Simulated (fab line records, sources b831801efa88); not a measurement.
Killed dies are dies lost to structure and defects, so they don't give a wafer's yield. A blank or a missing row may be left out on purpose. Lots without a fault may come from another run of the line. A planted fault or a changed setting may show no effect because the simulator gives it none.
Which tool did it? | flow sky130 | 12 lots, 36 wafers sampled, at 5 steps of a route of 708

WHAT THE GAUGES READ, wafer by wafer
SKY_FIELD_ISO_THK_MEAS_04. Usual: FIELD_ISO_CVD_03_THK 165.6 nm, standard deviation 1.5.
lot  | measured    | on            | FIELD_ISO_CVD_03_THK (nm) | flag
L251 | day 1 13:30 | film_metro-02 | 165.0 167.8 167.9         |
L254 | day 2 04:43 | film_metro-03 | 162.0 164.4 164.1         |
L255 | day 2 11:34 | film_metro-02 | 167.3 166.3 167.0         |
L256 | day 2 15:29 | film_metro-02 | 165.5 167.1 166.7         |
L257 | day 2 20:32 | film_metro-02 | 168.5 167.7 168.6         |
L264 | day 4 07:41 | film_metro-02 | 163.1 164.5 163.8         |
L265 | day 4 12:59 | film_metro-03 | 167.8 167.4 167.8         |
L266 | day 4 18:34 | film_metro-01 | 165.8 165.5 163.7         |
L269 | day 5 08:50 | film_metro-01 | 166.0 165.3 164.9         |
L270 | day 5 13:45 | film_metro-02 | 165.1 163.1 164.6         |
L271 | day 5 18:01 | film_metro-02 | 165.5 166.1 164.9         |
L274 | day 6 10:01 | film_metro-02 | 165.1 165.5 163.5         |

SKY_PWDE_OVL_MEAS_07. Usual: PWDE_OVL -0.3 nm, standard deviation 1.5.
lot  | measured    | on         | PWDE_OVL (nm)  | flag
L251 | day 3 19:04 | overlay-02 | -1.0 -0.2 -0.2 |
L254 | day 4 11:41 | overlay-01 | 0.8 0.4 1.2    |
L255 | day 4 19:53 | overlay-01 | - - -          | OFF
L256 | day 4 21:38 | overlay-01 | - - -          | OFF
L257 | day 5 03:35 | overlay-01 | - - -          | OFF
L264 | day 6 20:05 | overlay-01 | -0.2 -0.8 0.8  |
L265 | day 7 01:31 | overlay-01 | -4.1 -3.5 -2.8 |
L266 | day 7 07:47 | overlay-01 | 1.6 0.2 0.4    |
L269 | day 7 23:17 | overlay-02 | -1.2 -0.8 -3.6 |
L270 | day 8 06:38 | overlay-02 | 2.4 2.6 0.4    |
L271 | day 8 14:02 | overlay-01 | -1.1 -1.5 0.4  |
L274 | day 9 06:38 | overlay-02 | 0.5 0.6 -0.4   |

SKY_NWELL_TW_MEAS_26. Usual: NWELL_2_TW 503.6, standard deviation 3.
lot  | measured     | on            | NWELL_2_TW        | flag
L251 | day 5 04:46  | film_metro-04 | 504.0 505.1 507.3 |
L254 | day 5 23:30  | film_metro-03 | 501.6 501.0 502.7 |
L255 | day 6 08:20  | film_metro-04 | 556.7 556.0 560.7 | OFF
L256 | day 6 09:16  | film_metro-04 | 555.0 557.1 558.2 | OFF
L257 | day 6 16:01  | film_metro-01 | 555.1 551.4 549.3 | OFF
L264 | day 8 12:09  | film_metro-04 | 507.1 509.0 507.1 |
L265 | day 8 18:38  | film_metro-04 | 504.6 509.6 508.0 |
L266 | day 9 01:01  | film_metro-04 | 503.1 503.6 502.6 |
L269 | day 9 18:34  | film_metro-03 | 506.0 505.3 508.8 |
L270 | day 10 00:31 | film_metro-03 | 503.9 501.5 502.3 |
L271 | day 10 10:28 | film_metro-04 | 506.6 505.0 505.6 |
L274 | day 11 02:43 | film_metro-03 | 502.6 503.9 504.4 |

SKY_VIA1_RS_MEAS_22: measures by four-point-probe. Usual: VIA1_W_RS 0.425 ohm/sq, standard deviation 0.0057.
lot  | measured     | on            | VIA1_W_RS (ohm/sq) | flag
L251 | day 33 09:11 | film_metro-02 | 0.435 0.432 0.432  |
L254 | day 34 14:18 | film_metro-02 | 0.435 0.427 0.432  |
L255 | day 35 19:58 | film_metro-02 | 0.419 0.418 0.424  |
L256 | day 35 22:28 | film_metro-01 | 0.422 0.424 0.420  |
L257 | day 35 20:10 | film_metro-04 | 0.422 0.424 0.421  |
L264 | day 38 03:08 | film_metro-04 | 0.422 0.423 0.425  |
L265 | day 38 08:48 | film_metro-01 | 0.421 0.423 0.425  |
L266 | day 38 13:22 | film_metro-04 | 0.421 0.428 0.426  |
L269 | day 39 09:31 | film_metro-02 | 0.420 0.430 0.429  |
L270 | day 39 19:58 | film_metro-01 | 0.418 0.417 0.414  |
L271 | day 40 04:32 | film_metro-01 | 0.434 0.428 0.431  |
L274 | day 40 19:01 | film_metro-02 | 0.429 0.435 0.437  |

WHICH TOOL RAN EACH LOT (tool, then ch and the chambers of the sampled wafers, then the start)
lot  | SKY_PWDE_COAT_02
L251 | litho_track-03 ch 0, day 3 10:26
L254 | litho_track-04 ch 0, day 4 03:01
L255 | litho_track-04, day 4 10:50
L256 | litho_track-04, day 4 13:16
L257 | litho_track-01, day 4 19:27
L264 | litho_track-01 ch 0, day 6 11:07
L265 | litho_track-03 ch 0, day 6 16:17
L266 | litho_track-04 ch 0, day 6 21:47
L269 | litho_track-01 ch 0, day 7 12:33
L270 | litho_track-01 ch 0, day 7 20:00
L271 | litho_track-01 ch 0, day 8 03:30
L274 | litho_track-01 ch 0, day 8 20:06
- SKY_PWDE_COAT_02: resist thk 3000 nm.

WHAT THE TOOLS THEMSELVES READ (means of the sampled wafers that have a number; where no wafer has one, the mark that the record gives instead)
SKY_PWDE_COAT_02. Usual: chill_plate_temp_C 23.00 C, standard deviation 0.1; dispense_pressure_kPa 48.9 kPa, standard deviation 1.1.
lot  | tool           | chill_plate_temp_C (C) | dispense_pressure_kPa (kPa) | flag
L251 | litho_track-03 | 23.03                  | 47.1                        |
L254 | litho_track-04 | 23.08                  | 49.5                        |
L255 | litho_track-04 | -                      | -                           | OFF
L256 | litho_track-04 | -                      | -                           | OFF
L257 | litho_track-01 | -                      | -                           | OFF
L264 | litho_track-01 | 22.94                  | 49.6                        |
L265 | litho_track-03 | 23.00                  | 47.0                        |
L266 | litho_track-04 | 23.11                  | 49.5                        |
L269 | litho_track-01 | 23.01                  | 49.6                        |
L270 | litho_track-01 | 23.10                  | 49.6                        |
L271 | litho_track-01 | 23.01                  | 49.6                        |
L274 | litho_track-01 | 23.01                  | 49.6                        |

THE ANSWER, worked out from the rows above alone
Rule: a lot is off if the mean of its wafers that have a number lies more than 3 standard deviations from the usual mean. A lot without any number at a reading at which 4 lots or more have one is off too. The other lots that the step has rows for count as sound. The gauges are gone through in route order, then the tools' own readings, and for those a lot's mean is taken as printed above. The first step at which some lot is off is used, and at that step the reading that is off furthest; a lot without a number counts as furthest.
Off: L255, L256, L257, at SKY_PWDE_OVL_MEAS_07 (PWDE_OVL). Without a number there: L255, L256, L257.
A tool fits if, at a process step before that reading, it ran every lot that is off, and no sound lot after the first of them. The gauges at SKY_PWDE_OVL_MEAS_07 aren't tried: what is off there is off at SKY_NWELL_TW_MEAS_26 too, on other tools, and a gauge's error can't cause that. None of those tried fits.

WHAT THE SIMULATOR HAD PUT IN
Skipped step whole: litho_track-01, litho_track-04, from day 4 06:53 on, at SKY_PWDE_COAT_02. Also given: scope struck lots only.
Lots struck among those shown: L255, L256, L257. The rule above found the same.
